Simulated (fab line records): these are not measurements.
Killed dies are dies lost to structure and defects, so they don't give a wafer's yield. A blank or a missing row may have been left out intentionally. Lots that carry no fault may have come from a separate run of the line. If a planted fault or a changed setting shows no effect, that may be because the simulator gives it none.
Chamber matching    flow gf180mcu    GF_CONTACT_CMP_27 on cmp-02 has 4 sister chambers
The step polishes, stops on SiO2, t overpolish 15 s, target thk 0 nm. 16 wafers are shown with their chamber, then 7 later ones without.

## WAFERS PAIRED WITH THEIR CHAMBERS
wafer   chamber  motorCurrentA (A)  timeToEndpointS (s)  slurryFlowMlMin
L250.2  3        9.6                72                   149.5
L250.3  1        12.7               80                   150.4
L250.5  1        12.6               77                   150.5
L252.2  3        9.8                72                   149.3
L252.3  1        13.1               75                   150.1
L252.5  3        10.3               69                   149.1
L255.2  3        9.6                71                   150.0
L255.4  0        10.3               71                   149.3
L255.6  1        11.7               75                   150.0
L257.1  3        10.1               72                   150.6
L257.5  3        9.6                73                   150.1
L262.2  1        12.2               74                   150.6
L262.3  2        11.2               80                   150.0
L262.4  3        10.0               71                   149.9
L266.3  1        12.0               74                   150.6
L266.4  2        10.4               78                   149.7

SIGNATURES (averages over the wafers above)
reading          chamber 0  chamber 1  chamber 2  chamber 3  scatter within a chamber
motorCurrentA    10.300     12.383     10.800     9.857      0.419
timeToEndpointS  71.00      75.83      79.00      71.43      1.79
slurryFlowMlMin  149.300    150.367    149.850    149.786    0.407
Rule: for a wafer and a chamber, the distance is found by dividing, reading by reading, the gap between the wafer's reading and the chamber's mean by the reading's scatter, squaring, summing and taking the root. If the next closest chamber is less than 2 further off than the closest, the wafer can't be placed; otherwise it belongs to the closest. The scatter is the square root of a quotient: the sum, over the shown wafers, of each reading's squared deviation from its chamber's mean, divided by wafers minus chambers.

## WAFERS WHOSE CHAMBER IS MISSING
wafer   motorCurrentA (A)  timeToEndpointS (s)  slurryFlowMlMin
L266.6  9.4                67                   151.0
L268.2  10.7               79                   149.4
L268.3  12.7               76                   149.8
L268.5  10.1               70                   149.3
L269.1  10.3               67                   150.7
L269.3  11.4               76                   149.2
L269.5  12.6               78                   150.5

## WHICH CHAMBER EACH ONE RAN IN
wafer   from the rows above                in truth
L266.6  can't be placed: 3 or 0            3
L268.2  2                                  2
L268.3  1                                  1
L268.5  can't be placed: 0 or 3            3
L269.1  can't be placed: 3 or 0            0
L269.3  can't be placed: 2 or 1 or 0 or 3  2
L269.5  1                                  1
Correctly placed: 3 of 7. Can't be placed from these rows: 4 (the true chamber is among the candidates in 4). 0 placed wrongly.
